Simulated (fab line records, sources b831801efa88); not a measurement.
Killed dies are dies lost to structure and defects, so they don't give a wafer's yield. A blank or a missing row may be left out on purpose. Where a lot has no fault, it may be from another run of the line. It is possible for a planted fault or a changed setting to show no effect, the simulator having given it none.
2 desks, one fault | flow gf180mcu | only its own numbers are on each desk; what lay behind them is given at the end

## FOR THE TOOL OWNER'S DESK: implanter-02
For each lot that ran on this tool, the mean over its sampled wafers that have a number, from the tool's own readings at GF_LVPWELL_IMPLANT_09. Any lot whose mean is over 4 standard deviations away from the usual mean is out of limits and marked OUT; that distance is given in the brackets.
Columns: A = dose ions cm2 at GF_LVPWELL_IMPLANT_09, usual 5e+12; B = faraday current uA at GF_LVPWELL_IMPLANT_09, usual 28.2
lot  | first seen here | A                       | B
L942 | day 4 09:52     | 5e+12                   | 28.2
L945 | day 4 22:53     | 5e+12                   | 28.2
L951 | day 6 10:55     | 5e+12                   | 28.1
L952 | day 6 17:04     | 5e+12                   | 28.4
L954 | day 7 04:50     | 9e+12 (+99 or more) OUT | 51.0 (+38) OUT
L956 | day 7 16:52     | 9e+12 (+99 or more) OUT | 52.0 (+40) OUT
Finding of this desk: L954, L956 out of limits; the first was L954 at day 7 04:50, on dose ions cm2 at GF_LVPWELL_IMPLANT_09. In limits: L942, L945, L951, L952.

## METROLOGY DESK
What the gauges read for every lot (on any tool): the sampled wafers with a number, averaged. Any lot whose mean is over 4 standard deviations away from the usual mean is out of limits and marked OUT; that distance is given in the brackets.
Columns: A = LVPWELL_TW at GF_LVPWELL_TW_MEAS_11, usual 559; B = LVPWELL_RS at GF_VT_IMPLANT_RS_MEAS_48, usual 1197 ohm/sq; C = POLY_GATE_OVL at GF_POLY_GATE_OVL_MEAS_11, usual -2 nm; D = cd nm at GF_HV_LDD_CD_MEAS_46, usual 400.3 nm
lot  | first seen here | A              | B              | C  | D
L941 | day 4 02:50     | 568            | 1196           | 2  | 400.6
L942 | day 4 10:04     | 554            | 1201           | -2 | 400.0
L943 | day 4 13:07     | 562            | 1194           | -4 | 405.5
L945 | day 4 23:08     | 556            | 1196           | 5  | 399.9
L947 | day 5 14:53     | 567            | 1196           | -5 | 399.8
L948 | day 5 19:09     | 556            | 1193           | 2  | 397.9
L949 | day 5 22:11     | 558            | 1194           | -3 | 399.4
L950 | day 6 07:05     | 566            | 1198           | -5 | 400.5
L951 | day 6 11:09     | 555            | 1199           | -4 | 399.3
L952 | day 6 17:19     | 555            | 1201           | -5 | 400.9
L954 | day 7 05:05     | 591 (+6.1) OUT | 1056 (-45) OUT | 2  | 399.5
L956 | day 7 17:05     | 588 (+5.5) OUT | 1056 (-45) OUT | -3 | 398.5
L963 | day 9 09:19     | 554            | 1195           | 0  | 401.9
This desk's result: L954, L956 out of limits, first on L954 (LVPWELL_TW at GF_LVPWELL_TW_MEAS_11), day 7 05:05. In limits: L941, L942, L943, L945, L947, L948, L949, L950, L951, L952, L963.

## PUT TOGETHER
The tool owner's desk could have raised an alarm at day 7 04:50, on L954, L956.
L954, L956 would have let the metrology desk raise an alarm at day 7 05:05.
GF_LVPWELL_IMPLANT_09 was run on implanter-02 by each of the lots named.

## WHAT HAD BEEN PUT IN BY THE SIMULATOR
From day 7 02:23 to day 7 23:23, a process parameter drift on implanter-02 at GF_LVPWELL_IMPLANT_09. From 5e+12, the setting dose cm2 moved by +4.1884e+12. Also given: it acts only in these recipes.
Struck lots among those shown: L954, L956.
Hours from the fault's start to each desk's first reading out of limits: the tool owner's desk, 2; the metrology desk, 3.
